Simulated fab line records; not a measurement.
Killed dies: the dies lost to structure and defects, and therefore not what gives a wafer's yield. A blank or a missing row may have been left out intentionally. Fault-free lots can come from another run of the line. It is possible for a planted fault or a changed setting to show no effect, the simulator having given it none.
Which tool was responsible? :: flow gf180mcu :: Sampling: 7 lots, 21 wafers, 2 of 602 route steps

WHAT EACH GAUGE READ, for each wafer
GF_CONTACT_CD_MEAS_14: target cd 220 nm.
lot: L782
measured: day 16 05:40
on: cdSem-02
cdNm (nm): 218.2 218.7 220.3

lot: L791
measured: day 20 04:41
on: cdSem-02
cdNm (nm): 218.8 219.9 220.0

lot: L796
measured: day 21 18:24
on: cdSem-02
cdNm (nm): 218.2 219.3 219.5

lot: L798
measured: day 22 07:39
on: cdSem-02
cdNm (nm): 220.8 220.1 221.8

lot: L800
measured: day 23 00:14
on: cdSem-01
cdNm (nm): 219.6 220.2 220.7

lot: L803
measured: day 23 23:03
on: cdSem-02
cdNm (nm): 220.2 218.3 218.3

TOOL THAT RAN EACH LOT (tool first, then ch and the chambers of the sampled wafers, then the start)
lot: L782
GF_HV_LDD_DEVELOP_18: lithoTrack-03 ch 0, day 10 19:22

lot: L788
GF_HV_LDD_DEVELOP_18: lithoTrack-03, day 13 03:20

lot: L791
GF_HV_LDD_DEVELOP_18: lithoTrack-04 ch 0, day 14 08:34

lot: L796
GF_HV_LDD_DEVELOP_18: lithoTrack-04 ch 0, day 15 17:35

lot: L798
GF_HV_LDD_DEVELOP_18: lithoTrack-01 ch 0, day 16 06:42

lot: L800
GF_HV_LDD_DEVELOP_18: lithoTrack-03 ch 0, day 16 22:58

lot: L803
GF_HV_LDD_DEVELOP_18: lithoTrack-01 ch 0, day 17 20:44
- GF_HV_LDD_DEVELOP_18: develop time 60 s.

THE ANSWER, worked out from the rows above alone
Rule: the lots themselves supply what counts as usual. Put in order of their means at a reading, lots are off if they are a third of the lots or fewer, leave a main group of 4 or more, and stand apart from it by a gap of 3 or more times the standard deviation of the main group's means; of several such gaps the widest counts. A main group is skipped when, at the precision printed for the reading in the tables above, its means are all equal. Also off: a lot with no number at a reading for which 4 or more lots have one. Any other lot the step has rows for is counted as sound.
Across all readings shown, no lot is off: no conclusion can be drawn from this.

WHAT THE SIMULATOR HAD INSERTED
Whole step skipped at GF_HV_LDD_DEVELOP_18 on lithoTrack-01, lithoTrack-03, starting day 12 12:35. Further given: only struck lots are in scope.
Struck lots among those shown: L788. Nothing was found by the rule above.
